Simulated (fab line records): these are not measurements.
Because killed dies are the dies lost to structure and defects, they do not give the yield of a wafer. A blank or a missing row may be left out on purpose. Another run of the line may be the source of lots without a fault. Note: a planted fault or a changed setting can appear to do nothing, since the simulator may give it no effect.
Split-lot experiment ; flow gf180mcu ; 23 wafers read from 5 lots, route of 602 steps

## SPLIT DETAILS
At GF_STI_OXIDATION_01 (stabilise 600 s, purge 300 s, target thk 10 nm), the setting temp_c was moved away from the recipe's 900 C on 15 of the 23 wafers read, by -1.3% to +1.2%. For the rest of the wafers, this setting stayed at what the recipe calls for.

There is no step in the file separating the split from the reading.

## THE READING
STI_OXIDATION_THK (nm), taken at GF_STI_THK_MEAS_02. Typical for fault-free wafers on this fab line: 10.08 nm, with standard deviation 0.18 nm.

wafer;tool, chamber at the split;temp_c as run, C;against the recipe;STI_OXIDATION_THK, nm;against lot-mates on the recipe
L074.1;-, -;900;recipe;10.15;-
L074.2;-, -;900;recipe;10.27;-
L074.3;-, -;900;recipe;10.33;-
L074.4;-, -;900;recipe;10.08;-
L074.5;-, -;900;recipe;10.25;-
L078.1;-, -;888.6;-1.3%;8.90;no lot-mate on the recipe
L078.3;-, -;888.6;-1.3%;8.77;no lot-mate on the recipe
L078.4;-, -;888.6;-1.3%;8.75;no lot-mate on the recipe
L078.5;-, -;888.6;-1.3%;8.67;no lot-mate on the recipe
L078.6;-, -;888.6;-1.3%;8.67;no lot-mate on the recipe
L082.1;-, -;890.4;-1.1%;9.14;no lot-mate on the recipe
L082.3;-, -;890.4;-1.1%;8.85;no lot-mate on the recipe
L082.4;-, -;890.4;-1.1%;9.02;no lot-mate on the recipe
L082.5;-, -;890.4;-1.1%;8.94;no lot-mate on the recipe
L082.6;-, -;890.4;-1.1%;8.76;no lot-mate on the recipe
L084.1;-, -;910.8;+1.2%;11.50;no lot-mate on the recipe
L084.3;-, -;910.8;+1.2%;11.37;no lot-mate on the recipe
L084.4;-, -;910.8;+1.2%;11.36;no lot-mate on the recipe
L084.5;-, -;910.8;+1.2%;11.61;no lot-mate on the recipe
L084.6;-, -;910.8;+1.2%;11.51;no lot-mate on the recipe
L085.3;furnace-02, 0;900;recipe;10.11;-
L085.5;furnace-02, 0;900;recipe;10.15;-
L085.6;furnace-02, 0;900;recipe;10.14;-

FIT RESULTS
A straight line over all 23 wafers: STI_OXIDATION_THK changes by +1.11 nm for each +1% of temp_c; r = +1.00; the points scatter about the line by 0.11 nm.
Too few moved wafers have a lot-mate on the recipe to fit a line with each lot's own level taken away.

## THE WHOLE CHAIN: every reading that the file lists as answering this split, in the file's order
step;what it does;reading;change (the file's fit);r (the file's)
GF_STI_OXIDATION_01;stabilise 600 s, purge 300 s, target thk 10 nm;SiO2_of_STI_OXIDATION_01.thk_nm (the simulator's own value, which no gauge read);+1.1 nm for each +1% of the setting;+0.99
GF_STI_THK_MEAS_02;;STI_OXIDATION_THK;+1.11 for each +1% of the setting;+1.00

## THE FILE'S OWN FIT
STI_OXIDATION_THK changes by +1.11 nm for each +1% of temp_c, r = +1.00.
